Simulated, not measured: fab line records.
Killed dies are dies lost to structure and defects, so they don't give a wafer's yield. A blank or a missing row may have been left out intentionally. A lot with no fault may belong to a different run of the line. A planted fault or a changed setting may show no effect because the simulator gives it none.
Matching of chambers -- flow gf180mcu -- cmp-01 running GF_V4_CMP_04: 4 sister chambers
The step polishes SiO2. 22 wafers are shown with their chamber, then 11 later ones without.

## WAFERS PAIRED WITH THEIR CHAMBERS
wafer,chamber,motor_current_A (A),time_to_endpoint_s (s)
L074.3,0,13.5,83
L074.5,0,13.5,86
L074.6,1,12.3,81
L075.1,2,12.4,86
L075.2,1,13.8,86
L075.5,2,11.8,85
L079.1,0,13.4,86
L079.4,1,12.2,91
L079.5,1,13.1,86
L083.1,1,13.1,81
L083.2,3,12.4,81
L083.6,1,11.9,85
L087.1,2,11.8,74
L087.5,2,12.1,75
L087.6,3,12.6,84
L089.1,1,12.3,92
L089.2,0,13.2,87
L089.6,1,12.5,96
L090.1,3,11.8,83
L090.3,0,13.3,85
L090.6,3,12.8,92
L091.1,3,12.7,86

SIGNATURES (averages over the wafers above)
reading,chamber 0,chamber 1,chamber 2,chamber 3,scatter within a chamber
motor_current_A,13.380,12.650,12.025,12.460,0.454
time_to_endpoint_s,85.40,87.25,80.00,85.20,4.72
Rule: for each reading, subtract the chamber's mean from the wafer's reading, divide by that reading's scatter and square the result; add these up over the readings and take the root, which gives the wafer's distance from the chamber. The wafer belongs to the nearest chamber; if the next one is less than 2 further off, it can't be placed. The scatter: the root of (the sum of the squares of (reading less its chamber's mean) over the shown wafers, divided by (wafers less chambers)).

## WAFERS WHOSE CHAMBER IS MISSING
wafer,motor_current_A (A),time_to_endpoint_s (s)
L091.2,11.5,89
L091.5,13.5,93
L094.1,12.8,86
L094.2,12.7,82
L094.5,13.9,87
L095.1,12.3,94
L095.3,13.0,93
L095.6,12.9,100
L096.1,13.0,74
L096.2,11.9,83
L096.5,12.7,83

## THE CHAMBER EACH PASSED THROUGH
wafer,from the rows above,in truth
L091.2,can't be placed: 2 or 3 or 1 or 0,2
L091.5,can't be placed: 0 or 1 or 3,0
L094.1,can't be placed: 1 or 3 or 0 or 2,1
L094.2,can't be placed: 3 or 1 or 2 or 0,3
L094.5,can't be placed: 0 or 1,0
L095.1,can't be placed: 1 or 3 or 0 or 2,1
L095.3,can't be placed: 1 or 0 or 3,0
L095.6,can't be placed: 1 or 0 or 3 or 2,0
L096.1,can't be placed: 2 or 0 or 3 or 1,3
L096.2,can't be placed: 2 or 3 or 1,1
L096.5,can't be placed: 3 or 1 or 0 or 2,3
Correctly placed: 0 of 11. Unplaceable from these rows: 11, with the true chamber sitting among the candidates in 11. Placed wrongly: 0.
